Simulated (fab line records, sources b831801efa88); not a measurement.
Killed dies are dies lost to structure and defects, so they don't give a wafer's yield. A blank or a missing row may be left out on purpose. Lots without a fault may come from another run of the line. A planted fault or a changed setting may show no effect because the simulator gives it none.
One fault seen from 2 desks | flow gf180mcu | each desk has only its own numbers; what lay behind them comes last

THE TOOL OWNER'S DESK: implanter-02
The tool's own readings at GF_MVPSD_IMPLANT_09: means of the sampled wafers that have a number, for each lot that ran on this tool. A lot is out of limits, marked OUT, if its mean lies more than 4 standard deviations from the usual mean; the brackets give that distance.
Columns: A = beam_on_s at GF_MVPSD_IMPLANT_09, usual 9.99 s; B = faraday_current_uA at GF_MVPSD_IMPLANT_09, usual 28.2; C = tilt_deg at GF_MVPSD_IMPLANT_09, usual 0.000 degrees
lot  | first seen here | A               | B              | C
L626 | day 5 00:31     | 10.03           | 28.1           | -0.028
L628 | day 5 12:26     | 9.97            | 28.2           | 0.001
L633 | day 6 19:13     | 8.22 (-8.9) OUT | 34.3 (+11) OUT | 0.002
L635 | day 7 05:32     | 8.24 (-8.8) OUT | 34.2 (+11) OUT | -0.003
L645 | day 9 18:14     | 9.84            | 28.6           | 0.028
L649 | day 10 18:55    | 9.96            | 28.3           | -0.002
This desk's finding: out of limits on L633, L635; first on L633, day 6 19:13 (beam_on_s at GF_MVPSD_IMPLANT_09). In limits: L626, L628, L645, L649.

THE METROLOGY DESK
What the gauges read, lot by lot, whatever tool the lot ran on: means of the sampled wafers that have a number. A lot is out of limits, marked OUT, if its mean lies more than 4 standard deviations from the usual mean; the brackets give that distance.
Columns: A = VT_IMPLANT_2_TW at GF_VT_IMPLANT_TW_MEAS_21, usual 1214; B = MVPSD_RS at GF_VT_IMPLANT_RS_MEAS_49, usual 1168 ohm/sq; C = cd_nm at GF_POLY_GATE_CD_MEAS_18, usual 279.8 nm
lot  | first seen here | A    | B              | C
L626 | day 6 05:18     | 1221 | 1164           | 281.3
L627 | day 6 15:08     | 1231 | 1164           | 279.2
L628 | day 6 18:40     | 1231 | 1167           | 281.2
L629 | day 6 23:28     | 1196 | 1170           | 278.3
L631 | day 7 14:19     | 1183 | 1168           | 279.5
L632 | day 7 19:34     | 1187 | 1163           | 280.5
L633 | day 8 03:16     | 1236 | 1211 (+12) OUT | 279.5
L635 | day 8 14:37     | 1225 | 1209 (+11) OUT | 278.9
L637 | day 9 03:19     | 1229 | 1172           | 280.0
L640 | day 9 23:37     | 1235 | 1169           | 279.1
L645 | day 11 05:23    | 1193 | 1172           | 281.9
L646 | day 11 12:32    | 1234 | 1165           | 279.0
L647 | day 11 20:31    | 1227 | 1167           | 277.2
L649 | day 12 09:22    | 1229 | 1174           | 279.7
This desk's finding: out of limits on L633, L635; first on L633, day 9 13:56 (MVPSD_RS at GF_VT_IMPLANT_RS_MEAS_49). In limits: L626, L627, L628, L629, L631, L632, L637, L640, L645, L646, L647, L649.

PUT TOGETHER
The tool owner's desk could have raised an alarm at day 6 19:13, on L633, L635.
The metrology desk could have raised an alarm at day 9 13:56, on L633, L635.
Of the lots named, all ran GF_MVPSD_IMPLANT_09 on implanter-02.

WHAT THE SIMULATOR HAD PUT IN
Process parameter drift: implanter-02, from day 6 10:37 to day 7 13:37, at GF_MVPSD_IMPLANT_09. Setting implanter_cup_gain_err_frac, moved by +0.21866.
Lots struck among those shown: L633, L635.
Hours from the fault's start to each desk's first reading out of limits: the tool owner's desk, 9; the metrology desk, 75.
